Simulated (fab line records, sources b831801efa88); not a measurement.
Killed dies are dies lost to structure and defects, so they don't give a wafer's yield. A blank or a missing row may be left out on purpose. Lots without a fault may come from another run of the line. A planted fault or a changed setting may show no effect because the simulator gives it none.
Problem report in the 8D (eight disciplines) form, filled by code | flow sfq_line | the parts of the form that need people (team, actions taken, sign-off) are left out

1. THE PROBLEM
oes_product_au at SFQ_TRILAYER_M5_BARC_OPEN_METAL_ETCH_161 reads a mean of 0.667 a.u. on 1 wafer of 1 lot; wafers without a fault read 0.685 a.u. with a standard deviation of 0.0044. That is -4.1 standard deviations from the usual mean.
The step: etches BARC in O2, target depth 125 nm, time 41.7 s.
First seen on wafer L934.2, day 65 00:07, on rie_metal-03. The record holds 39 wafers of 13 lots with a number at this step. Rule for "out", or "out of limits": more than 4 standard deviations from the usual mean. The other wafers with a number count as sound.

2. WHAT IT IS AND WHAT IT IS NOT
question                    | is                | is not
which readings at this step | oes_product_au    | drypump_motor_current_A
which lots                  | L934              | L915, L916, L917, L918, L919, L920, L922, L923, L925, L927, L932, L937
which wafers of those lots  | L934.2            | L934.3, L934.5
read on which tools         | rie_metal-03      | rie_metal-01, rie_metal-04
when                        | from day 65 00:07 | up to then (35 sound wafers); but 3 sound wafers of L937 came after

3. SUSPECTS, AND WHAT RULES EACH OUT
Counting: a tool at a process step up to the reading stays a suspect if it ran every lot that is out. Sound lots after the first of them don't rule it out here, since some wafers of a struck lot are sound.
- rie_metal-03 at SFQ_TRILAYER_M5_BARC_OPEN_METAL_ETCH_161 (etches BARC in O2, target depth 125 nm, time 41.7 s): kept. It ran the lot that is out, L934 (day 65 00:07); its last sound lot up to then is L932 (day 64 21:43). Its own readings are out on those wafers: oes_product_au.
- Within rie_metal-03 at SFQ_TRILAYER_M5_BARC_OPEN_METAL_ETCH_161: the wafers that are out ran in chamber 0; their sound lot-mates ran in chamber 1.
Left after counting: rie_metal-03 at SFQ_TRILAYER_M5_BARC_OPEN_METAL_ETCH_161.

4. THE CAUSE (what the simulator had put in)
Process parameter drift: rie_metal-03, from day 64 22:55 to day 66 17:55, at SFQ_TRILAYER_M5_BARC_OPEN_METAL_ETCH_161. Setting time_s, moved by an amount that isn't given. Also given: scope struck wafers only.
Counting left only this tool.

5. THE CHAIN OF EFFECTS, in route order
Each row: a reading whose mean over the struck wafers that have a number lies more than 3 standard deviations from the usual. Only readings for which the record gives a usual standard deviation are gone through. hours: the time from each lot's start at the first step in this table that gives one to its start at this step, as a median over the lots. sigmas: the change in usual standard deviations.
hours | step                                     | reading        | usual      | on struck wafers | change | sigmas
0     | SFQ_TRILAYER_M5_BARC_OPEN_METAL_ETCH_161 | oes_product_au | 0.685 a.u. | 0.667            | -0.018 | -4.1
0     | SFQ_TRILAYER_M5_BARC_OPEN_METAL_ETCH_161 | run_length_s   | 69.7 s     | 71.6             | +1.9   | +4.0
The process steps in it:
- SFQ_TRILAYER_M5_BARC_OPEN_METAL_ETCH_161: etches BARC in O2, target depth 125 nm, time 41.7 s.

6. WHAT WOULD HAVE CAUGHT IT SOONER
In this record the first reading out of limits was taken at day 65 00:07, 1 hour after the fault began at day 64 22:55.
